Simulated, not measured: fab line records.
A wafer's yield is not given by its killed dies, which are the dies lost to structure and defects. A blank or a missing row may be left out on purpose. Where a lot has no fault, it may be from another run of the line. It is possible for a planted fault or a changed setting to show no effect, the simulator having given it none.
fab line records | flow sky130
[record] lots = 5 wafers = 15 lastDay = 49
route steps=708 shown NWELL@61 PAD_OPEN@708
lots that met no fault: taken from a fault-free run of the same line
startH: start of the lot's first displayed wafer, in hours after the record's first day | waitH: hours from the lot's prior step to this one | " identical to the entry in the row above | L1.1+2: several wafers, shown together as one row | - no value, or no start given | * or withheld: withheld | < > ~ a bound
route shown NAME@n: a module of which the file shows steps, and the number in the route of the first | usual: mean/standard deviation of fault-free wafers | same: alike in all rows | chamber/n: place in a boat | sites: each site's reading | _std_site: their standard deviation | _edge_site: outer sites' mean less inner sites' | radiusMm: how far each site lies from the wafer's centre | mask NAME#n: copy n | behind: the tool/chamber that last shaped the wafer | hold: why the lot was held/for how many hours/how that ended | device: the n, p or np transistor that did not switch | end of line: at the end of the route, the tests of the same wafers | for a step that has no rows: nothing shown but its recipe | killed: dies that structure and defects cost at the first sort, which is not the same as the wafer's yield | map: dies across one wafer; x = killed, . = not, _ = none there
set.NAME: setting as actually run; set.NAME@STEP: the setting as run at that earlier step | model.NAME: the simulator's own value behind a step, which no gauge read
a table for each step, a row for each wafer; lots at some steps of the route
services: a tool's chamber out of use, with start hour (startH, from the record's first day; less than 0 if before it), hours out, and reason
[[steps]]
[step SKY_NWELL_PEB_08]
[recipe] tempC = 115 timeS = withheld
[step SKY_NWELL_DEVELOP_09]
[recipe] wallAngleDeg = 90 developer = TMAH developTimeS = 60 devTempC = 23
[step SKY_NWELL_OVL_MEAS_10]
[usual] NWELL_00_OVL = -0.1/1.6
// columns lot.wafer tool chamber startH waitH NWELL_00_OVL[nm]
L495.1 overlay-01 - 86.18 - -0.6
L495.4 " - " " 1.1
L495.5 " - " " -0.8
L502.1 overlay-01 - 125.65 - -2.3
L502.4 " - " " -3.5
L502.5 " - " " -3.0
L506.1 overlay-02 - 146.80 - -0.6
L506.5 " - " " 1.2
L506.6 " - " " 0.6
L509.1 overlay-01 - 167.98 - -0.5
L509.4 " - " " 0.8
L509.6 " - " " -0.1
L513.1 overlay-02 - 189.50 - -3.1
L513.3 " - " " -1.4
L513.5 " - " " 0.1
[step SKY_NWELL_IMPLANT_11]
[recipe] species = P energyKev = 400 doseCm2 = 1.9e+13 tiltDeg = withheld
[step SKY_NWELL_IMPLANT_12]
[recipe] species = P energyKev = 120 doseCm2 = 1.3e+12 tiltDeg = withheld
[step SKY_NWELL_IMPLANT_13]
[recipe] species = P energyKev = 50 doseCm2 = 7e+11 tiltDeg = withheld
[step SKY_NWELL_STRIP_14]
[recipe] chemistry = O2/N2 powerW = 1400 pressureMtorr = 1500 platenTempC = withheld o2FlowSccm = 3000 n2FlowSccm = 300 overashFraction = 0.5
[usual] chamberPressureMTorr = 1500.1/1.5 drypumpMotorCurrentA = 6.0/0.46 oesProductAu = 0.722/0.0049 stripTimeToEndpointS = 36.92/0.097
// columns lot.wafer tool chamber startH waitH chamberPressureMTorr drypumpMotorCurrentA oesProductAu rfHoursCounterH stripTimeToEndpointS
L495.1 plasmaAsher-04 1 86.66 0.1 1497.8 6.2 0.716 40 36.92
L495.4 " 1 " " 1500.2 6.2 0.724 - 37.09
L495.5 " 0 " " 1502.4 5.9 0.722 - 36.80
L502.1 plasmaAsher-04 0 126.14 0.1 1498.8 5.9 0.710 44 36.91
L502.4 " 0 " " 1499.8 5.9 0.717 - 36.86
L502.5 " 1 " " 1500.9 6.2 0.728 - 36.92
L506.1 plasmaAsher-04 1 147.29 0.1 1499.8 6.2 0.718 46 36.89
L506.5 " 1 " " 1499.6 6.2 0.727 - 36.88
L506.6 " 0 " " 1500.3 5.8 0.717 - 36.87
L509.1 plasmaAsher-03 1 168.46 0.1 1500.5 5.5 0.718 32 36.77
L509.4 " 0 " " 1501.8 6.6 0.722 - 36.75
L509.6 " 1 " " 1498.3 5.6 0.720 - 36.93
L513.1 plasmaAsher-02 1 189.99 0.1 1500.3 5.7 0.726 7 36.91
L513.3 " 1 " " 1500.7 5.7 0.721 - 36.88
L513.5 " 0 " " 1499.1 5.3 0.719 - 36.89
[step SKY_NWELL_TW_MEAS_15]
[usual] NWELL_TW = 1831/11
// columns lot.wafer tool chamber startH waitH NWELL_TW
L495.1 filmMetro-04 - 86.76 0.1 1843
L495.4 " - " " 1840
L495.5 " - " " 1828
L502.1 filmMetro-04 - 126.24 0.1 1845
L502.4 " - " " 1842
L502.5 " - " " 1839
L506.1 filmMetro-04 - 147.39 0.1 1837
L506.5 " - " " 1832
L506.6 " - " " 1837
L509.1 filmMetro-04 - 168.58 0.1 1837
L509.4 " - " " 1834
L509.6 " - " " 1828
L513.1 filmMetro-04 - 190.09 0.1 1834
L513.3 " - " " 1825
L513.5 " - " " 1826
[step SKY_NWELL_DEHYDRATE_16]
[recipe] tempC = 200 timeS = 60
[step SKY_NWELL_HMDS_17]
[recipe] primeTimeS = 60 primeTempC = 120
[step SKY_NWELL_COAT_18]
[recipe] spinRpm = 2000 resistThkNm = 3000
[step SKY_NWELL_SOFTBAKE_19]
[recipe] tempC = 110 timeS = withheld
[step SKY_NWELL_EXPOSE_20]
[recipe] maskId = NWM_COMPLEMENT na = 0.6 sourceShape = conventional sigmaOuter = 0.6 polarization = unpolarized targetCdNm = 840 doseMj = 260
[usual] exposureDoseMJCm2 = 259.99/0.24
// columns lot.wafer tool chamber startH waitH mask exposureDoseMJCm2
L495.1 ilineStepper-01 0 95.58 - NWM_COMPLEMENT#0 259.86
L495.4 " 0 " " NWM_COMPLEMENT#0 259.77
L495.5 " 0 " " NWM_COMPLEMENT#0 259.91
L502.1 ilineStepper-01 0 135.25 - NWM_COMPLEMENT#0 259.65
L502.4 " 0 " " NWM_COMPLEMENT#0 259.81
L502.5 " 0 " " NWM_COMPLEMENT#0 259.77
L506.1 ilineStepper-01 0 157.42 - NWM_COMPLEMENT_R1#0 259.87
L506.5 " 0 " " NWM_COMPLEMENT_R1#0 259.97
L506.6 " 0 " " NWM_COMPLEMENT_R1#0 260.08
L509.1 ilineStepper-02 0 178.48 - NWM_COMPLEMENT#0 259.42
L509.4 " 0 " " NWM_COMPLEMENT#0 259.66
L509.6 " 0 " " NWM_COMPLEMENT#0 259.43
L513.1 ilineStepper-01 0 200.71 - NWM_COMPLEMENT#0 260.26
L513.3 " 0 " " NWM_COMPLEMENT#0 260.06
L513.5 " 0 " " NWM_COMPLEMENT#0 260.00
[step SKY_NWELL_PEB_21]
[recipe] tempC = 115 timeS = withheld
[step SKY_PAD_OPEN_PROBE_99]
[usual] killed_at_M0_to_M3 = 43/7 killed_at_M4_up = 3.1/2 killedAtContacts = 24/5.3 killedAtFrontEnd = 15/4.2 killedAtOther = 0.4/0.66 killedDies = 86/9.5 killedOpen = 47/7.4 killedShort = 38/6.2
[same] grossDies = 492 killedAtBackSide = 0
// columns lot.wafer tool chamber startH waitH killed_at_M0_to_M3 killed_at_M4_up killedAtContacts killedAtFrontEnd killedAtOther killedDies killedOpen killedShort model.etest.pfet_16v.rOnOhmUm model.etest.nfet_16v.rOnOhmUm model.etest.resIsoPwell.widthNm model.etest.resNwell.widthNm model.etest.pfet_16v.driveUaUm
L495.1 prober-01 - 1074.77 0.1 51 4 24 18 0 97 59 38 1.536e+04 1.381e+04 2677 824.4 239.5
L495.4 prober-01 - 1074.92 0.2 47 4 32 9 0 92 58 34 1.532e+04 1.384e+04 2656 820.8 239.2
L495.5 prober-01 - 1074.97 0.2 36 2 19 14 1 72 46 26 1.532e+04 1.37e+04 2670 825.7 240.5
L502.1 prober-01 - 1113.94 0.1 32 2 19 10 0 63 30 33 1.512e+04 1.413e+04 2655 825.3 242.5
L502.4 prober-01 - 1114.09 0.2 41 1 33 7 0 82 51 31 1.544e+04 1.411e+04 2650 826.8 235.8
L502.5 prober-01 - 1114.14 0.2 48 3 22 12 0 85 41 42 1.523e+04 1.423e+04 2644 823.3 239.1
L506.1 prober-02 - 1139.55 0.1 40 1 25 16 0 82 49 33 1.603e+04 1.388e+04 2546 880.8 230.2
L506.5 prober-02 - 1139.75 0.2 47 4 29 19 0 99 52 47 1.578e+04 1.392e+04 2536 880.7 232.7
L506.6 prober-02 - 1139.80 0.2 43 3 31 15 1 93 51 42 1.58e+04 1.379e+04 2546 885.3 235.4
L509.1 prober-02 - 1159.22 0.1 42 6 24 21 2 95 52 43 1.524e+04 1.372e+04 2649 840.7 242.5
L509.4 prober-02 - 1159.37 0.2 56 8 18 14 0 96 52 44 1.525e+04 1.396e+04 2652 836.5 239.6
L509.6 prober-02 - 1159.47 0.2 50 7 25 17 0 99 48 51 1.505e+04 1.394e+04 2651 837.6 241.2
L513.1 prober-02 - 1177.35 0.1 44 2 21 17 1 85 53 31 1.526e+04 1.428e+04 2651 830 242.2
L513.3 prober-02 - 1177.45 0.2 42 1 15 13 2 73 35 38 1.526e+04 1.431e+04 2654 827.5 243.2
L513.5 prober-02 - 1177.55 0.2 35 5 18 22 0 80 43 36 1.524e+04 1.426e+04 2652 830.1 243.4
// killed by level:class
L495.1 VIA1:geometricParticle:open=16 LI_CONTACT:geometricParticle:open=8 CONTACT:geometricParticle:open=8 FIELD_ISO:geometricParticle:open=7 METAL1:geometricParticle:short=6 VIA2:geometricParticle:open=6 VIA3:geometricParticle:open=5 POLY_GATE:geometricParticle:open=4
L495.4 CONTACT:geometricParticle:open=13 LI_CONTACT:geometricParticle:open=9 VIA2:geometricParticle:open=9 VIA3:geometricParticle:open=7 VIA1:geometricParticle:short=7 VIA1:geometricParticle:open=7 METAL2:geometricParticle:short=6 LOCAL_INTERCONNECT:geometricParticle:short=4
L495.5 VIA1:geometricParticle:open=14 LI_CONTACT:geometricParticle:open=12 VIA2:geometricParticle:open=6 FIELD_ISO:geometricParticle:short=5 LOCAL_INTERCONNECT:geometricParticle:short=5 VIA3:geometricParticle:open=5 METAL2:geometricParticle:short=4 FIELD_ISO:geometricParticle:open=3
L502.1 METAL2:geometricParticle:short=9 CONTACT:geometricParticle:open=7 VIA1:geometricParticle:open=7 LI_CONTACT:geometricParticle:open=5 LI_CONTACT:geometricParticle:short=4 VIA2:geometricParticle:open=4 METAL3:geometricParticle:short=4 FIELD_ISO:geometricParticle:short=3
L502.4 VIA1:geometricParticle:open=12 CONTACT:geometricParticle:open=11 LI_CONTACT:geometricParticle:open=8 METAL2:geometricParticle:short=8 LI_CONTACT:geometricParticle:short=5 CONTACT:geometricParticle:short=5 METAL1:geometricParticle:short=5 VIA3:geometricParticle:open=5
L502.5 VIA1:geometricParticle:open=14 LI_CONTACT:geometricParticle:open=10 METAL1:geometricParticle:short=7 VIA1:geometricParticle:short=7 VIA2:geometricParticle:open=6 LOCAL_INTERCONNECT:geometricParticle:short=5 VIA3:geometricParticle:open=4 CONTACT:geometricParticle:short=4
L506.1 CONTACT:geometricParticle:open=10 VIA3:geometricParticle:open=8 VIA2:geometricParticle:open=8 FIELD_ISO:geometricParticle:open=6 CONTACT:geometricParticle:short=6 VIA1:geometricParticle:open=6 VIA3:geometricParticle:short=5 FIELD_ISO:geometricParticle:short=4
L506.5 METAL2:geometricParticle:short=13 LI_CONTACT:geometricParticle:open=9 CONTACT:geometricParticle:open=9 VIA1:geometricParticle:open=9 CONTACT:geometricParticle:short=8 VIA2:geometricParticle:open=8 POLY_GATE:geometricParticle:short=5 FIELD_ISO:geometricParticle:open=4
L506.6 METAL1:geometricParticle:short=11 CONTACT:geometricParticle:open=9 VIA1:geometricParticle:open=9 LI_CONTACT:geometricParticle:open=8 LOCAL_INTERCONNECT:geometricParticle:short=7 VIA3:geometricParticle:open=6 FIELD_ISO:geometricParticle:open=5 POLY_GATE:geometricParticle:open=4
L509.1 VIA1:geometricParticle:open=11 CONTACT:geometricParticle:open=9 METAL1:geometricParticle:short=9 FIELD_ISO:geometricParticle:open=6 FIELD_ISO:geometricParticle:short=6 VIA2:geometricParticle:open=6 VIA3:geometricParticle:open=6 CONTACT:geometricParticle:short=5
L509.4 VIA1:geometricParticle:open=12 VIA3:geometricParticle:open=11 VIA1:geometricParticle:short=8 CONTACT:geometricParticle:open=6 VIA2:geometricParticle:open=6 METAL4:geometricParticle:short=6 METAL2:geometricParticle:short=5 FIELD_ISO:geometricParticle:open=4
L509.6 VIA1:geometricParticle:open=8 LI_CONTACT:geometricParticle:open=7 CONTACT:geometricParticle:open=6 METAL1:geometricParticle:short=6 METAL2:geometricParticle:short=6 VIA2:geometricParticle:open=6 POLY_GATE:geometricParticle:open=5 LOCAL_INTERCONNECT:geometricParticle:short=5
L513.1 VIA1:geometricParticle:open=11 LI_CONTACT:geometricParticle:open=9 VIA3:geometricParticle:open=8 CONTACT:geometricParticle:open=6 VIA2:geometricParticle:open=6 POLY_GATE:geometricParticle:short=4 POLY_GATE:geometricParticle:open=4 METAL1:geometricParticle:short=4
L513.3 VIA1:geometricParticle:open=9 VIA1:geometricParticle:short=6 VIA2:geometricParticle:open=6 CONTACT:geometricParticle:open=5 METAL2:geometricParticle:short=5 VIA3:geometricParticle:open=5 FIELD_ISO:geometricParticle:open=4 POLY_GATE:geometricParticle:short=4
L513.5 LI_CONTACT:geometricParticle:open=8 POLY_GATE:geometricParticle:open=7 VIA1:geometricParticle:open=7 VIA3:geometricParticle:open=5 FIELD_ISO:geometricParticle:open=4 POLY_GATE:geometricParticle:short=4 METAL1:geometricParticle:short=4 METAL2:geometricParticle:short=4
[[services]]
// columns tool chamber startH hours kind
ilineStepper-01 0 74.92 - calibration
plasmaAsher-03 - 78.33 0.9 repair
plasmaAsher-04 - 86.92 0.9 repair
plasmaAsher-03 - 90.13 3.9 repair
plasmaAsher-02 - 108.75 9.0 pm
plasmaAsher-02 0 108.75 9.0 ventCycle
plasmaAsher-02 1 108.75 9.0 ventCycle
ilineStepper-02 0 111.19 - calibration
ilineStepper-01 - 111.62 1.7 pm
plasmaAsher-02 0 117.75 - clean
plasmaAsher-02 1 117.75 - clean
plasmaAsher-02 - 118.07 5.0 repair
ilineStepper-01 - 191.74 4.4 pm
ilineStepper-02 - 191.95 0.6 repair
[[key]]
[firstSign] step = SKY_NWELL_EXPOSE_20 reading = mask direction = changed
effect none on later readings
[modelEffect] step = SKY_PAD_OPEN_PROBE_99 value = etest.pfet_16v.rOnOhmUm without = 1.518e+04 struck = 1.587e+04
metAt SKY_NWELL_EXPOSE_20
struckWafers L506.1,L506.5,L506.6
testerLeftOut L506
onsetBetween 135.25 157.42
[fault] kind = wrongMask tool = any chamber = - onsetH = 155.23 steps = SKY_NWELL_EXPOSE_20 auxCopy = NWM_COMPLEMENT_R1#0 cdOffsetNm = -101 scope = struckLotsOnly
// testerLeftOut: of these lots the tester's yield and bins aren't shown, on N5 and GAA mostly nor the transistor test; their killed dies are dies lost to structure and defects alone, not to doping, threshold or leakage, so they don't give the yield
